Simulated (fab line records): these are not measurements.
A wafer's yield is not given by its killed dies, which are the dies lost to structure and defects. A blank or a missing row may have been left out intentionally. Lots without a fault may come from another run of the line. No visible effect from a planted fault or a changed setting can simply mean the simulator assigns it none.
The tool behind it: which one?	flow gf180mcu	39 wafers from 13 lots sampled at 3 of the route's 602 steps

== WHAT THE GAUGES SHOWED, per wafer ==
GF_NWELL_OVL_MEAS_07. Usual: NWELL_OVL 0.4 nm, standard deviation 1.4.
lot	measured	on	NWELL_OVL (nm)	flag
L608	day 3 08:05	overlay-01	0.3 0.2 0.8	
L609	day 3 13:14	overlay-02	2.1 1.0 2.4	
L610	day 3 16:52	overlay-01	2.5 0.7 3.3	
L611	day 4 00:41	overlay-01	1.4 0.7 0.2	
L612	day 4 06:23	overlay-02	-0.5 -1.0 0.0	
L613	day 4 10:18	overlay-02	-1.2 -1.8 0.3	
L618	day 5 15:13	overlay-01	71.0 73.8 71.8	OFF
L621	day 6 08:38	overlay-02	73.6 72.0 70.4	OFF
L623	day 6 17:42	overlay-01	0.4 0.4 0.3	
L624	day 6 22:52	overlay-02	-0.2 0.7 -1.4	
L626	day 7 10:17	overlay-02	-1.6 -1.6 -1.2	
L627	day 7 15:41	overlay-01	0.1 0.9 1.3	
L630	day 8 08:26	overlay-02	1.0 2.5 1.5	

GF_CONTACT_BOW_MEAS_05. Usual: CONTACT_BOW 65 um, standard deviation 7.6.
lot	measured	on	CONTACT_BOW (um)	flag
L608	day 15 06:05	filmMetro-04	53 77 72	
L609	day 15 12:53	filmMetro-04	73 67 66	
L610	day 15 17:30	filmMetro-04	68 63 77	
L611	day 16 11:01	filmMetro-02	68 68 60	
L612	day 16 15:44	filmMetro-04	60 65 64	
L613	day 16 20:44	filmMetro-02	55 67 61	
L618	day 18 18:55	filmMetro-02	54 68 69	
L621	day 19 21:16	filmMetro-04	60 70 59	
L623	day 20 18:13	filmMetro-04	77 70 68	
L624	day 20 20:32	filmMetro-04	63 51 63	
L626	day 21 13:09	filmMetro-04	56 54 62	
L627	day 21 22:47	filmMetro-02	71 59 83	
L630	day 23 00:46	filmMetro-04	67 67 52	

== WHAT TOOL EACH LOT RAN ON (gives the tool, then ch and the chambers of the sampled wafers, and finally the start) ==
lot	GF_NWELL_EXPOSE_04
L608	ilineStepper-01 ch 0, day 3 01:37
L609	ilineStepper-02 ch 0, day 3 06:58
L610	ilineStepper-02 ch 0, day 3 10:56
L611	ilineStepper-01 ch 0, day 3 18:00
L612	ilineStepper-02 ch 0, day 3 23:56
L613	ilineStepper-02 ch 0, day 4 03:38
L618	ilineStepper-01 ch 0, day 5 08:10
L621	ilineStepper-01 ch 0, day 6 01:11
L623	ilineStepper-02 ch 0, day 6 10:41
L624	ilineStepper-02 ch 0, day 6 15:02
L626	ilineStepper-02 ch 0, day 7 02:48
L627	ilineStepper-02 ch 0, day 7 08:13
L630	ilineStepper-02 ch 0, day 8 00:13
- GF_NWELL_EXPOSE_04: exposes mask Nwell, target cd 860 nm.

== WHAT THE TOOLS THEMSELVES READ (means of the sampled wafers that have a number; where no wafer has one, the mark that the record gives instead) ==
The record holds no such reading with a usual standard deviation.

== THE ANSWER, worked out from the rows above alone ==
Rule: take the mean of a lot's wafers that have a number; if it is more than 3 standard deviations from the usual mean, the lot is off. A lot without any number at a reading at which 4 lots or more have one is off too. All remaining lots with rows at the step are treated as sound. After the gauges, taken in route order, come the tools' own readings; for these a lot's mean is taken, as printed above. The first step at which some lot is off is used, and at that step the reading that is off furthest; a lot without a number counts as furthest.
Off: at GF_NWELL_OVL_MEAS_07 (NWELL_OVL), L618, L621.
If a tool, at a process step before that reading, ran all the lots that are off and no sound lot after the first of them, it fits. Those tools and the gauges at GF_NWELL_OVL_MEAS_07 are tried in the same way. One fits: GF_NWELL_EXPOSE_04 on ilineStepper-01. Its last sound lot is L611 (day 3 18:00), its first lot that is off L618 (day 5 08:10): a fault that began between those two fits.

== WHAT HAD BEEN PUT IN BY THE SIMULATOR ==
Scanner matching overlay: ilineStepper-01, from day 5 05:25 on, at GF_NWELL_EXPOSE_04. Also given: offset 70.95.
Struck lots among those shown: L618, L621. This agrees with what the rule above found.
